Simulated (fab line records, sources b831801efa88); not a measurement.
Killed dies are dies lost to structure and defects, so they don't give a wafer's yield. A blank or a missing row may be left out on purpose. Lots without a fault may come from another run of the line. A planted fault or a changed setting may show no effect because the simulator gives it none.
One fault seen from 2 desks | flow sfq_line | each desk has only its own numbers; what lay behind them comes last

THE METROLOGY DESK
What the gauges read, lot by lot, whatever tool the lot ran on: means of the sampled wafers that have a number. A lot is out of limits, marked OUT, if its mean lies more than 4 standard deviations from the usual mean; the brackets give that distance.
Columns: A = L0_MONX_KI_RS at SFQ_L0_RS_MEAS_901, usual 43.4 ohm/sq; B = L0_MONX_KI_THK at SFQ_L0_THK_MEAS_902, usual 40.0 nm
lot  | first seen here | A               | B
L426 | day 1 22:34     | 43.0            | 40.4
L427 | day 2 03:36     | 42.6            | 40.5
L428 | day 2 08:37     | 43.5            | 39.6
L430 | day 2 18:36     | 43.7            | 39.7
L433 | day 3 09:34     | 43.8            | 39.6
L434 | day 3 14:35     | 43.4            | 39.9
L436 | day 4 00:36     | 43.1            | 40.1
L437 | day 4 05:35     | 42.7            | 40.7
L440 | day 4 20:34     | 43.0            | 40.3
L442 | day 5 06:35     | 41.2 (-4.2) OUT | 42.3 (+4.6) OUT
L444 | day 5 16:34     | 41.5            | 41.6
L445 | day 5 21:35     | 42.7            | 41.0
L446 | day 6 02:34     | 42.9            | 40.3
L447 | day 6 07:34     | 43.5            | 39.8
This desk's finding: out of limits on L442; first on L442, day 5 06:35 (L0_MONX_KI_RS at SFQ_L0_RS_MEAS_901). In limits: L426, L427, L428, L430, L433, L434, L436, L437, L440, L444, L445, L446, L447.

THE TOOL OWNER'S DESK: pvd_sputter-03
The tool's own readings at SFQ_TRILAYER_L0_DEP_SPUTTER_003 (material MoNx KI, target thk 40 nm, time 100 s): means of the sampled wafers that have a number, for each lot that ran on this tool. A lot is out of limits, marked OUT, if its mean lies more than 4 standard deviations from the usual mean; the brackets give that distance.
Columns: A = cathode_dc_power_W at SFQ_TRILAYER_L0_DEP_SPUTTER_003, usual 800.02 W; B = throttle_valve_pct at SFQ_TRILAYER_L0_DEP_SPUTTER_003, usual 29.9 %
lot  | first seen here | A                        | B
L427 | day 2 03:29     | 800.05                   | 30.9
L433 | day 3 09:29     | 799.96                   | 29.5
L434 | day 3 14:29     | 799.98                   | 30.9
L436 | day 4 00:29     | 800.08                   | 30.0
L440 | day 4 20:29     | 800.02                   | 30.2
L442 | day 5 06:29     | 845.45 (+99 or more) OUT | 30.8
L444 | day 5 16:29     | 845.63 (+99 or more) OUT | 30.4
This desk's finding: out of limits on L442, L444; first on L442, day 5 06:29 (cathode_dc_power_W at SFQ_TRILAYER_L0_DEP_SPUTTER_003). In limits: L427, L433, L434, L436, L440.

PUT TOGETHER
The tool owner's desk could have raised an alarm at day 5 06:29, on L442, L444.
The metrology desk could have raised an alarm at day 5 06:35, on L442.
The metrology desk has L444 on record, within its limits.
Of the lots named, all ran SFQ_TRILAYER_L0_DEP_SPUTTER_003 on pvd_sputter-03.

WHAT THE SIMULATOR HAD PUT IN
Process parameter drift: pvd_sputter-03, from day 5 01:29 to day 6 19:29, at SFQ_TRILAYER_L0_DEP_SPUTTER_003. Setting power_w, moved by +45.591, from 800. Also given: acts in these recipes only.
Lots struck among those shown: L442, L444.
Hours from the fault's start to each desk's first reading out of limits: the tool owner's desk, 5; the metrology desk, 5.
